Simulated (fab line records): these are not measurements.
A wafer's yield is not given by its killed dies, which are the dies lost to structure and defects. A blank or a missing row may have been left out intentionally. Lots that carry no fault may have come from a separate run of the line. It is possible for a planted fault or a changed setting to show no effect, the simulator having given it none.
A lot that was struck, set against a sound lot || flow gf180mcu || 27 out of 602 route steps
Sound: the wafers L685.3, L685.5, L685.6. Wafers struck: L687.1, L687.3, L687.6. At the end, the cause is stated.
Per side, at each step with rows, come the tool, then ch with its chambers, and then its first start. Under that, the readings that differ: sound wafers || struck wafers || difference of the means || sigmas: that difference in standard deviations of wafers without a fault.
alike: words and numbers the same on both sides, and readings whose means are apart by under 2 such deviations; not compared: readings that were withheld, readings missing a value for some wafer, numbers with overlapping values and no deviation given by the record, and bounds like >300 which may hide the same value.
Wherever a step has rows on one side only, a row that says differs or no value, or a row with sigmas, the two part there. Numbers that have no deviation but don't overlap get no sigmas and don't part them. A reading missing from all wafers of one side parts the sides only when that side holds two or more wafers.

first, 8 steps without rows for these wafers: GF_M3_PEB_12 (peb time 90 s); GF_M3_DEVELOP_13 (develop time 60 s); GF_M3_METAL_ETCH_16 (etches the open film in Cl2/BCl3, stops on SiO2, target depth 627.5 nm, time 104.6 s); GF_M3_STRIP_17 (strips in O2/N2); GF_M3_STRIP_18 (strips in post etch residue remover, time 1200 s); GF_M3_CLEAN_19 (cleans in DIW); GF_V3_CVD_00 (deposits SiO2, target thk 600 nm, time 100 s); GF_V3_CVD_02 (deposits SiO2 from TEOS, target thk 850 nm, time 94.851 s).
GF_V3_CMP_04: polishes SiO2.
  sound on cmp-02 ch 0,1,2, day 24 17:25; struck on cmp-02 ch 0,1,3, day 25 07:41
{"reading": "time-to-endpoint-s (s)", "sound": "72 79 74", "struck": "107 101 100", "difference": "+28", "sigmas": "+6"}
{"reading": "model.SiO2_of_V3_CVD_02.thk-nm (nm)", "sound": "632.3 633 632.3", "struck": "567.6 569.7 569.3", "difference": -63.7, "sigmas": ""}
  alike: motor-current-A
then, 9 steps without rows for these wafers: GF_V3_DEHYDRATE_06 (time 60 s); GF_V3_HMDS_07 (prime time 60 s); GF_V3_COAT_08; GF_V3_COAT_09 (resist thk 1000 nm); GF_V3_SOFTBAKE_10 (time 60 s); GF_V3_EXPOSE_11 (exposes mask Via3, target cd 260 nm); GF_V3_PEB_12 (peb time 90 s); GF_V3_DEVELOP_13 (develop time 60 s); GF_V3_ETCH_16 (etches BARC in N2/H2).
GF_V3_ETCH_17: etches SiO2 in C4F8/O2/Ar, stops on TiN, target depth 635 nm.
  sound: rie-diel-02 ch 1,2,3; struck: rie-diel-02 ch 1,2,3
{"reading": "oes-product-au (a.u.)", "sound": "0.853 0.854 0.847", "struck": "0.802 0.808 0.812", "difference": -0.044, "sigmas": -9}
{"reading": "model.etch.depth-nm (nm)", "sound": "632.3 633 632.3", "struck": "567.6 569.7 569.3", "difference": -63.7, "sigmas": ""}
{"reading": "model.V3.feature-depth-nm (nm)", "sound": "632.3 633 632.3", "struck": "567.6 569.7 569.3", "difference": -63.7, "sigmas": ""}
then, 6 steps without rows for these wafers: GF_V3_STRIP_18 (strips in O2/N2); GF_V3_STRIP_19 (strips in post etch residue remover, time 1200 s); GF_V3_CLEAN_20 (cleans in DIW); GF_V3_SPUTTER_21 (material Ti, target thk 15 nm, time 80.02 s); GF_V3_SPUTTER_22 (material TiN, target thk 10 nm, time 40 s); GF_V3_CVD_23 (deposits W, target thk 350 nm, time 104.9 s).
GF_V3_CMP_26: polishes, stops on SiO2, t overpolish 15 s, target thk 0 nm.
  sound on cmp-02 ch 2,3, day 25 16:38; struck on cmp-02 ch 0,1,3, day 26 06:16
{"reading": "model.SiO2_of_V3_CVD_02.thk-nm (nm)", "sound": "628.5 629.3 628.5", "struck": "563.8 565.9 565.5", "difference": -63.7, "sigmas": ""}
  alike: motor-current-A
then, 1 step without rows for these wafers: GF_M4_SPUTTER_00 (material Ti, target thk 37.5 nm, time 150 s).

== WHERE THEY PART ==
Last at GF_V3_ETCH_17 as far as this record goes, first at GF_V3_CMP_04. Later steps at which nothing parts them and some readings are alike: GF_V3_CMP_26.

WHY: what the simulator had put in
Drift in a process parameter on cmp-02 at GF_V3_CMP_04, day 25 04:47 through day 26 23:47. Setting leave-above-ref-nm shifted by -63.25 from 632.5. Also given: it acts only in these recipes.
